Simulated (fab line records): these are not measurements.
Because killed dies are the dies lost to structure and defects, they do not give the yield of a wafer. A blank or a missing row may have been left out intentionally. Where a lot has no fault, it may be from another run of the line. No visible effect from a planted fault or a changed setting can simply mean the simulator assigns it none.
fab line records | flow gf180mcu | part 2 of 2: steps 31 to 40 of 40
record lots=5 wafers=15 last-day=33
route steps=602 shown NSD@247 PSD@248 SAB@264 SALICIDE@278
lots untouched by any fault: they come from a run of this same line in which no faults occurred
start-h: hours from the record's opening day to when the first of the lot's shown wafers began | wait-h: how many hours have passed since the lot's step before this one | " repeats the value in the row above | L1.1+2: a single row standing in for several wafers | - either no value or no given start | * or withheld: withheld | < > ~ a bound
route shown NAME@n: NAME is a module with steps in the file, n the number in the route of the first one | usual: the fault-free wafers' mean and standard deviation | same: alike in all rows | chamber/n: place in a boat | sites: readings site by site | _std_site: standard deviation of those values | _edge_site: mean of outer sites minus mean of inner sites | radius-mm: how far each site lies from the wafer's centre | mask NAME#n: copy n | behind: the last tool/chamber to shape the wafer | hold: the reason the lot was held/the length of the hold in hours/how it ended | device: transistor that didn't switch, given as n, p or np | end of line: the same wafers' tests at the end of the route | a step with no rows: only its recipe | killed: at the first sort, the dies lost to defects and structure; wafer yield is something else | map: per-die view of a wafer (x killed, . not killed, _ where there is no die)
set.NAME: the setting the step ran with; set.NAME@STEP: the setting that earlier step ran with | model.NAME: the simulator's own value behind a step, which no gauge read
lots at some steps of the route; a table a step, a row a wafer
services: a tool's chamber out of use, with start hour (start-h, from the record's first day; less than 0 if before it), hours out, and reason
## steps
# step GF_SAB_STRIP_13
# recipe chemistry=O2/N2 power-w=1400 pressure-mtorr=1500 platen-temp-c=250 o2-flow-sccm=3000 n2-flow-sccm=300 overash-fraction=0.5
# usual drypump-motor-current-A=5.8/0.58 heater-power-w=347/32 n2-flow-sccm=300.1/0.9 oes-product-au=0.709/0.0043 strip-time-to-endpoint-s=12.61/0.037
# columns lot.wafer tool chamber start-h wait-h drypump-motor-current-A heater-power-w n2-flow-sccm oes-product-au rf-hours-counter-h strip-time-to-endpoint-s
L077.3 plasma-asher-02 1 370.90 0.0 6.7 334 300.2 0.713 - 12.62
L077.5 " 0 " " 5.2 349 299.9 0.702 - 12.64
L077.6 " 1 " " 6.7 331 299.3 0.708 - 12.63
L078.2 plasma-asher-02 0 379.34 0.0 5.2 354 299.4 0.703 75 12.59
L078.3 " 0 " " 5.2 343 300.2 0.702 - 12.59
L078.5 " 1 " " 6.7 320 302.4 0.709 - 12.57
L086.3 plasma-asher-01 1 454.32 0.0 5.4 302 300.9 0.707 - 12.61
L086.4 " 0 " " 5.6 386 299.6 0.707 - 12.54
L086.5 " 1 " " 5.4 302 300.8 0.716 - 12.59
L087.2 plasma-asher-01 1 457.19 0.0 5.4 301 300.3 0.716 3 12.58
L087.4 " 0 " " 5.6 402 300.4 0.708 - 12.59
L087.6 " 0 " " 5.6 402 300.6 0.712 - 12.57
L091.1 plasma-asher-01 1 484.97 0.0 5.4 301 300.3 0.711 6 12.65
L091.3 " 1 " " 5.4 297 299.5 0.711 - 12.68
L091.4 " 0 " " 5.6 394 299.7 0.711 - 12.64
# step GF_SALICIDE_CLEAN_00
# recipe chemistry=SC1/SC2 mix=1:4:20 temp-c=70 time-s=150
# usual temp-c=70.00/0.12
# columns lot.wafer tool chamber start-h wait-h temp-c
L077.3 wet-bench-02 2 370.96 0.0 70.19
L077.5 " 2 " " 70.13
L077.6 " 2 " " 69.92
L078.2 wet-bench-04 1 379.44 0.1 70.12
L078.3 " 1 " " 70.05
L078.5 " 1 " " 70.11
L086.3 wet-bench-04 3 454.38 0.0 69.90
L086.4 " 3 " " 69.82
L086.5 " 3 " " 70.14
L087.2 wet-bench-01 1 457.29 0.1 70.07
L087.4 " 1 " " 69.86
L087.6 " 1 " " 69.91
L091.1 wet-bench-02 2 485.07 0.1 69.99
L091.3 " 2 " " 70.18
L091.4 " 2 " " 69.95
# step GF_SALICIDE_WET_ETCH_01
# recipe chemistry=dHF target-depth-nm=5 dry=ipa-marangoni target=SiO2 temp-c=25 dilution=100:1 time-s=100
# usual temp-c=24.99/0.1
# columns lot.wafer tool chamber start-h wait-h temp-c
L077.3 wet-bench-04 0 371.01 0.0 24.98
L077.5 " 0 " " 25.02
L077.6 " 0 " " 25.10
L078.2 wet-bench-01 0 379.49 0.0 25.06
L078.3 " 0 " " 25.06
L078.5 " 0 " " 25.08
L086.3 wet-bench-01 1 454.44 0.0 24.93
L086.4 " 1 " " 25.17
L086.5 " 1 " " 24.98
L087.2 wet-bench-04 3 457.35 0.0 24.93
L087.4 " 3 " " 24.80
L087.6 " 3 " " 24.91
L091.1 wet-bench-01 0 485.12 0.0 24.98
L091.3 " 0 " " 24.97
L091.4 " 0 " " 24.90
# step GF_SALICIDE_SPUTTER_02
# recipe material=Co target-thk-nm=10 power-w=1000 time-s=20 chamber-pressure-pa=0.4
# usual throttle-valve-pct=29.8/1.2
# columns lot.wafer tool chamber start-h wait-h throttle-valve-pct
L077.3 pvd-sputter-03 - 371.05 0.0 31.3
L077.5 " - " " 31.5
L077.6 " - " " 30.2
L078.2 pvd-sputter-01 - 379.53 0.0 29.3
L078.3 " - " " 29.3
L078.5 " - " " 29.1
L086.3 pvd-sputter-01 - 454.47 0.0 29.3
L086.4 " - " " 29.8
L086.5 " - " " 27.7
L087.2 pvd-sputter-01 - 457.39 0.0 30.0
L087.4 " - " " 29.4
L087.6 " - " " 29.5
L091.1 pvd-sputter-01 - 485.16 0.0 29.8
L091.3 " - " " 29.4
L091.4 " - " " 27.5
# step GF_SALICIDE_SPUTTER_03
# recipe material=TiN target-thk-nm=20 power-w=6500 time-s=16.7 chamber-pressure-pa=0.4
# usual throttle-valve-pct=29.8/1.2
# columns lot.wafer tool chamber start-h wait-h throttle-valve-pct
L077.3 pvd-sputter-03 - 371.08 0.0 31.4
L077.5 " - " " 31.2
L077.6 " - " " 30.4
L078.2 pvd-sputter-01 - 379.55 0.0 29.7
L078.3 " - " " 29.1
L078.5 " - " " 29.3
L086.3 pvd-sputter-01 - 454.50 0.0 29.1
L086.4 " - " " 29.5
L086.5 " - " " 27.4
L087.2 pvd-sputter-01 - 457.42 0.0 29.8
L087.4 " - " " 29.4
L087.6 " - " " 29.9
L091.1 pvd-sputter-01 - 485.19 0.0 29.9
L091.3 " - " " 29.3
L091.4 " - " " 27.9
# step GF_SALICIDE_RS_MEAS_04
# recipe thk-meas-gauge=four-point-probe reads=TiN_of_SALICIDE_SPUTTER_03+Co_of_SALICIDE_SPUTTER_02
# usual SALICIDE_TIN_RS=16.28/0.29
# columns lot.wafer tool chamber start-h wait-h SALICIDE_TIN_RS[ohm/sq]
L077.3 film-metro-01 - 371.14 0.1 16.14
L077.5 " - " " 15.97
L077.6 " - " " 16.07
L078.2 film-metro-02 - 379.60 0.0 16.12
L078.3 " - " " 16.34
L078.5 " - " " 16.24
L086.3 film-metro-02 - 454.57 0.1 16.44
L086.4 " - " " 16.73
L086.5 " - " " 16.18
L087.2 film-metro-01 - 457.46 0.0 16.70
L087.4 " - " " 15.98
L087.6 " - " " 16.58
L091.1 film-metro-02 - 485.22 0.0 16.53
L091.3 " - " " 16.01
L091.4 " - " " 15.94
# step GF_SALICIDE_THK_MEAS_05
# recipe thk-meas-gauge=xrf reads=TiN_of_SALICIDE_SPUTTER_03
# usual SALICIDE_TIN_THK=20.23/0.3
# columns lot.wafer tool chamber start-h wait-h SALICIDE_TIN_THK[nm]
L077.3 film-metro-01 - 371.24 0.1 20.03
L077.5 " - " " 20.11
L077.6 " - " " 20.16
L078.2 film-metro-02 - 379.71 0.1 20.34
L078.3 " - " " 20.05
L078.5 " - " " 20.10
L086.3 film-metro-02 - 454.67 0.1 19.60
L086.4 " - " " 19.96
L086.5 " - " " 20.25
L087.2 film-metro-01 - 457.57 0.1 19.88
L087.4 " - " " 20.36
L087.6 " - " " 20.12
L091.1 film-metro-02 - 485.34 0.1 20.12
L091.3 " - " " 20.18
L091.4 " - " " 20.28
# step GF_SALICIDE_RTA_06
# recipe temp-c=530 time-s=30 ambient=N2
# usual lamp-power-pct=6.8/0.4 wafer_temp_C_max=532.1/0.46
# columns lot.wafer tool chamber start-h wait-h lamp-power-pct wafer_temp_C_max
L077.3 rtp-anneal-01 0 371.32 0.1 7.2 531.8
L077.5 " 0 " " 7.2 532.0
L077.6 " 0 " " 7.2 531.3
L078.2 rtp-anneal-01 0 379.78 0.1 7.2 532.5
L078.3 " 0 " " 7.2 532.3
L078.5 " 0 " " 7.2 532.6
L086.3 rtp-anneal-02 0 454.74 0.1 6.4 532.5
L086.4 " 0 " " 6.4 532.4
L086.5 " 0 " " 6.4 531.6
L087.2 rtp-anneal-01 0 457.64 0.1 7.2 532.2
L087.4 " 0 " " 7.2 531.8
L087.6 " 0 " " 7.2 531.7
L091.1 rtp-anneal-01 0 485.40 0.1 7.2 531.6
L091.3 " 0 " " 7.2 532.5
L091.4 " 0 " " 7.2 532.2
# step GF_SALICIDE_WET_ETCH_07
# recipe chemistry=SPM target-depth-nm=120 dry=n2-spin
# columns lot.wafer tool chamber start-h wait-h
L077.3+5+6 wet-bench-01 2 371.38 0.1
L078.2+3+5 wet-bench-04 0 379.86 0.1
L086.3+4+5 wet-bench-02 0 454.81 0.1
L087.2+4+6 wet-bench-02 0 457.72 0.1
L091.1+3+4 wet-bench-04 0 485.50 0.1
# step GF_SALICIDE_RTA_08
# recipe temp-c=800 time-s=30 ambient=N2
# usual lamp-power-pct=19.0/1.1 wafer_temp_C_max=803.0/0.58
# columns lot.wafer tool chamber start-h wait-h lamp-power-pct wafer_temp_C_max
L077.3 rtp-anneal-02 0 371.51 0.0 17.8 803.6
L077.5 " 0 " " 17.7 802.9
L077.6 " 0 " " 17.8 802.0
L078.2 rtp-anneal-02 0 379.97 0.0 17.8 803.8
L078.3 " 0 " " 17.7 803.1
L078.5 " 0 " " 17.8 804.0
L086.3 rtp-anneal-01 0 454.93 0.0 20.0 803.5
L086.4 " 0 " " 20.0 803.2
L086.5 " 0 " " 20.0 802.6
L087.2 rtp-anneal-02 0 457.84 0.0 17.8 804.3
L087.4 " 0 " " 17.7 802.8
L087.6 " 0 " " 17.8 802.4
L091.1 rtp-anneal-02 0 485.60 0.0 17.7 803.4
L091.3 " 0 " " 17.7 802.2
L091.4 " 0 " " 17.8 802.7
## services
# columns tool chamber start-h hours kind
plasma-asher-04 - 317.49 0.5 repair
rie-diel-04 2 320.31 11.8 repair
wet-bench-01 - 320.49 11.3 repair
plasma-asher-04 - 321.01 0.4 repair
pvd-sputter-03 - 347.62 2.9 repair
rie-diel-04 - 349.27 2.8 pm
iline-stepper-02 - 353.18 28.9 pm
pvd-sputter-01 - 360.90 1.8 repair
implanter-01 - 363.80 1.8 pm
iline-stepper-01 - 364.27 2.0 repair
pecvd-01 - 368.88 14.0 pm
plasma-asher-01 - 392.76 2.8 pm
implanter-01 - 393.40 4.4 repair
implanter-01 - 404.25 2.7 pm
iline-stepper-01 - 405.00 0.5 repair
rtp-anneal-02 - 411.20 2.5 repair
iline-stepper-01 - 415.53 1.7 pm
iline-stepper-01 - 417.74 4.4 pm
plasma-asher-01 - 421.25 9.0 pm
rie-diel-04 2 422.11 4.2 repair
rie-diel-04 3 429.56 4.3 repair
rtp-anneal-02 - 440.16 0.7 pm
implanter-01 - 462.10 18.4 repair
iline-stepper-01 - 481.16 4.4 repair
